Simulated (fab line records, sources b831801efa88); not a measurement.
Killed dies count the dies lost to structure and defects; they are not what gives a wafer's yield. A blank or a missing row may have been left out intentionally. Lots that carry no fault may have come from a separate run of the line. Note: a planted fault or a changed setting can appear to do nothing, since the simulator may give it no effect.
A lot that was struck, set against a sound lot ; flow sky130 ; 14 steps out of a route of 708
Sound: these wafers, L512.1, L512.3, L512.6. Wafers struck: L518.1, L518.3, L518.6. The cause is given at the end.
Per side, at each step with rows, come the tool, then ch with its chambers, and then its first start. Under that, the readings that differ: sound wafers ; struck wafers ; difference of the means ; sigmas: that difference in standard deviations of wafers without a fault.
alike: words and numbers the same on both sides, and readings whose means are apart by under 2 such deviations; not compared: readings that were withheld, readings missing a value for some wafer, numbers with overlapping values and no deviation given by the record, and bounds like >300 which may hide the same value.
Wherever a step has rows on one side only, a row that says differs or no value, or a row with sigmas, the two part there. Numbers that don't overlap but have no deviation are shown without sigmas and don't part them. Lack of a reading on every wafer of one side parts them only where that side has two or more wafers.

first, 5 steps without rows for these wafers: SKY_FIELD_ISO_WET_ETCH_18 (etches Si3N4 in H3PO4, target depth 25 nm, time 286 s); SKY_FIELD_ISO_CLEAN_19 (cleans in SC1/SC2, time 150 s); SKY_FIELD_ISO_CLEAN_20 (cleans in dHF, time 20 s); SKY_FIELD_ISO_WET_ETCH_21 (etches SiO2 in dHF, target depth 20 nm, time 400 s); SKY_FIELD_ISO_OXIDATION_22 (stabilise 600 s, purge 300 s, target thk 10 nm).
SKY_FIELD_ISO_THK_MEAS_23:
  struck on film-metro-02, day 5 08:03; sound on film-metro-02, day 3 23:23
  alike: FIELD_ISO_OXIDATION_01_THK
then, 1 step without rows for these wafers: SKY_FIELD_ISO_CVD_24 (deposits SiO2, target thk 595 nm, time 99.2 s).
SKY_FIELD_ISO_THK_MEAS_25:
  struck on film-metro-03, day 5 08:11; sound on film-metro-02, day 3 23:35
  alike: FIELD_ISO_CVD_24_THK
then, 1 step without rows for these wafers: SKY_FIELD_ISO_ANNEAL_26 (time 1800 s).
SKY_FIELD_ISO_CMP_27: polishes, stops on Si3N4, t overpolish 16 s, target thk 457.8 nm.
  sound on cmp-02 ch 0,3, day 4 06:11; struck on cmp-01 ch 0,1,3, day 5 09:53
  alike: motor-current-A, overpolish-run-s, platen-rpm, time-to-endpoint-s
then, 2 steps without rows for these wafers: SKY_FIELD_ISO_WET_ETCH_28 (etches SiO2 in dHF, target depth 23.7 nm, time 47 s); SKY_FIELD_ISO_WET_ETCH_29 (etches Si3N4 in H3PO4, target depth 160 nm, time 1825 s).
SKY_FIELD_ISO_WET_ETCH_30: etches SiO2 in dHF, target depth 25 nm, time 50 s.
  sound on wet-bench-01 ch 1, day 4 07:00; struck on wet-bench-02 ch 0, day 5 10:40
  no value came back on the struck wafers for bath-heat-duty-pct (%), run-length-s (s); on the sound wafers bath-heat-duty-pct (%) reads 5.4 5.7 6.8
reading;sound;struck;difference;sigmas
model.SiO2_of_FIELD_ISO_CVD_24.thk-nm (nm);405.2 406 405.8;434.5 433 433.4;+28.0;
model.SiO2_of_FIELD_ISO_OXIDATION_01.thk-nm (nm);0 0 0;11.66 11.7 11.47;+11.61;
SKY_PAD_OPEN_PROBE_99:
  the record holds rows for the sound wafers here (prober-01, day 48 02:47) but none for the struck ones

WHERE THEY PART
First at SKY_FIELD_ISO_WET_ETCH_30; last, within this record, at SKY_PAD_OPEN_PROBE_99.

WHY: what had been put in by the simulator
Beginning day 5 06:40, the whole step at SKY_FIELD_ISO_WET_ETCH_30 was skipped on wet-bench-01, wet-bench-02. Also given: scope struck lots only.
